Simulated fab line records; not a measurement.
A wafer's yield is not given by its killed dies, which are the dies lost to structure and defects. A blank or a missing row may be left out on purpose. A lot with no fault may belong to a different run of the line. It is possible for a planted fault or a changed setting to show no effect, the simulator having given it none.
The tool behind it: which one? | flow gf180mcu | 72 wafers from 24 lots sampled at 3 of the route's 602 steps

== WHAT EACH GAUGE READ, for each wafer ==
GF_CONTACT_RS_MEAS_25: measures by four-point-probe. Usual: CONTACT_W_RS typically reads 0.384 ohm/sq, with standard deviation 0.0052.
lot  | measured     | on            | CONTACT_W_RS (ohm/sq) | flag
L074 | day 15 20:38 | film metro-04 | 0.387 0.384 0.383     |
L075 | day 16 07:15 | film metro-04 | 0.381 0.381 0.377     |
L076 | day 16 17:41 | film metro-04 | 0.383 0.378 0.383     |
L077 | day 17 01:49 | film metro-01 | 0.385 0.385 0.385     |
L078 | day 17 12:10 | film metro-02 | 0.380 0.384 0.382     |
L079 | day 18 01:29 | film metro-04 | 0.378 0.376 0.378     |
L080 | day 18 04:16 | film metro-04 | 0.389 0.387 0.393     |
L081 | day 18 16:45 | film metro-04 | 0.390 0.390 0.386     |
L082 | day 19 01:46 | film metro-01 | 0.389 0.389 0.390     |
L083 | day 19 14:07 | film metro-01 | 0.383 0.382 0.380     |
L085 | day 20 07:11 | film metro-01 | 0.377 0.376 0.378     |
L084 | day 20 08:56 | film metro-04 | 0.378 0.376 0.376     |
L086 | day 20 19:28 | film metro-04 | 0.394 0.388 0.388     |
L087 | day 20 23:05 | film metro-01 | 0.385 0.389 0.388     |
L088 | day 21 05:41 | film metro-02 | 0.385 0.391 0.389     |
L089 | day 21 20:59 | film metro-01 | 0.384 0.389 0.386     |
L090 | day 22 03:55 | film metro-01 | 0.381 0.379 0.380     |
L091 | day 22 17:12 | film metro-01 | 0.381 0.382 0.379     |
L092 | day 22 23:04 | film metro-02 | 0.388 0.385 0.387     |
L093 | day 23 01:44 | film metro-04 | 0.389 0.384 0.385     |
L094 | day 23 10:05 | film metro-01 | 0.381 0.382 0.377     |
L095 | day 23 19:20 | film metro-01 | 0.391 0.396 0.392     |
L096 | day 24 02:39 | film metro-04 | 0.383 0.380 0.384     |
L097 | day 24 11:53 | film metro-01 | 0.379 0.380 0.381     |

GF_M4_THK_MEAS_06: measures by xrf. Usual: M4_ALCU_THK typically reads 453 nm, with standard deviation 5.8.
lot  | measured     | on            | M4_ALCU_THK (nm) | flag
L074 | day 22 04:25 | film metro-04 | 456 452 456      |
L075 | day 22 15:49 | film metro-01 | 452 455 456      |
L076 | day 23 03:07 | film metro-03 | 446 447 439      |
L077 | day 23 09:56 | film metro-01 | 456 447 450      |
L078 | day 23 21:40 | film metro-03 | 449 452 460      |
L079 | day 24 08:17 | film metro-03 | 443 446 443      |
L080 | day 24 12:52 | film metro-03 | 450 442 453      |
L081 | day 25 00:46 | film metro-03 | 451 451 448      |
L082 | day 25 05:50 | film metro-03 | 457 454 454      |
L083 | day 25 17:26 | film metro-01 | 455 455 461      |
L085 | day 26 08:53 | film metro-04 | 454 455 456      |
L084 | day 26 11:23 | film metro-03 | 453 450 452      |
L086 | day 26 19:52 | film metro-04 | 449 453 450      |
L087 | day 26 22:46 | film metro-03 | 445 447 441      |
L088 | day 27 04:07 | film metro-03 | 448 454 453      |
L089 | day 27 18:45 | film metro-01 | 457 455 457      |
L090 | day 28 00:05 | film metro-04 | 451 453 455      |
L091 | day 28 09:55 | film metro-01 | 458 458 459      |
L092 | day 28 16:43 | film metro-03 | 457 456 456      |
L093 | day 28 17:07 | film metro-04 | 447 447 443      |
L094 | day 29 01:13 | film metro-01 | 460 458 458      |
L095 | day 29 07:53 | film metro-01 | 459 465 467      |
L096 | day 29 16:10 | film metro-01 | 463 465 465      |
L097 | day 29 23:22 | film metro-01 | 451 455 456      |

GF_V4_THK_MEAS_03. Usual: V4_CVD_02_THK typically reads 850 nm, with standard deviation 9.8.
lot  | measured     | on            | V4_CVD_02_THK (nm) | flag
L074 | day 23 04:42 | film metro-02 | 846 848 867        |
L075 | day 23 15:59 | film metro-04 | 841 839 846        |
L076 | day 24 02:50 | film metro-02 | 846 829 853        |
L077 | day 24 08:42 | film metro-02 | 858 852 867        |
L078 | day 24 21:08 | film metro-02 | 851 846 852        |
L079 | day 25 06:41 | film metro-01 | 849 858 845        |
L080 | day 25 10:39 | film metro-01 | 854 852 859        |
L081 | day 25 22:55 | film metro-01 | 834 858 853        |
L082 | day 26 03:23 | film metro-04 | 845 852 856        |
L083 | day 26 15:46 | film metro-02 | 851 859 865        |
L085 | day 27 06:40 | film metro-01 | 849 868 864        |
L084 | day 27 08:16 | film metro-02 | 832 834 843        |
L086 | day 27 17:14 | film metro-02 | 853 864 864        |
L087 | day 27 19:37 | film metro-02 | 849 841 855        |
L088 | day 28 01:04 | film metro-02 | 848 834 854        |
L089 | day 28 15:20 | film metro-01 | 850 858 868        |
L090 | day 28 21:17 | film metro-01 | 840 854 853        |
L091 | day 29 05:43 | film metro-01 | 826 847 853        |
L092 | day 29 12:34 | film metro-02 | 843 856 855        |
L093 | day 29 13:04 | film metro-01 | 851 852 859        |
L094 | day 29 20:49 | film metro-01 | 842 820 848        |
L095 | day 30 04:01 | film metro-04 | 868 858 867        |
L096 | day 30 11:20 | film metro-02 | 861 854 862        |
L097 | day 30 18:04 | film metro-02 | 842 837 846        |

== TOOL THAT RAN EACH LOT (tool first, then ch and the chambers of the sampled wafers, then the start) ==
The record holds no process step before these readings.

== AS READ BY THE TOOLS THEMSELVES (means over the sampled wafers that have a number; for cases with no such wafer, the mark the record gives instead) ==
The record holds no such reading with a usual standard deviation.

== THE ANSWER, worked out from the rows above alone ==
Rule: lot off if the mean of its wafers having a number is beyond 3 standard deviations from the usual mean. A lot without any number at a reading at which 4 lots or more have one is off too. Where the step has rows for the other lots, those lots are counted as sound. First the gauges in route order, then the tools' own readings, where a lot's mean is used as printed above. At the first step where some lot is off, the reading lying furthest off is the one used; lots without a number count as furthest.
None of the lots is off at any reading shown; this tells nothing.

== WHAT THE SIMULATOR HAD INSERTED ==
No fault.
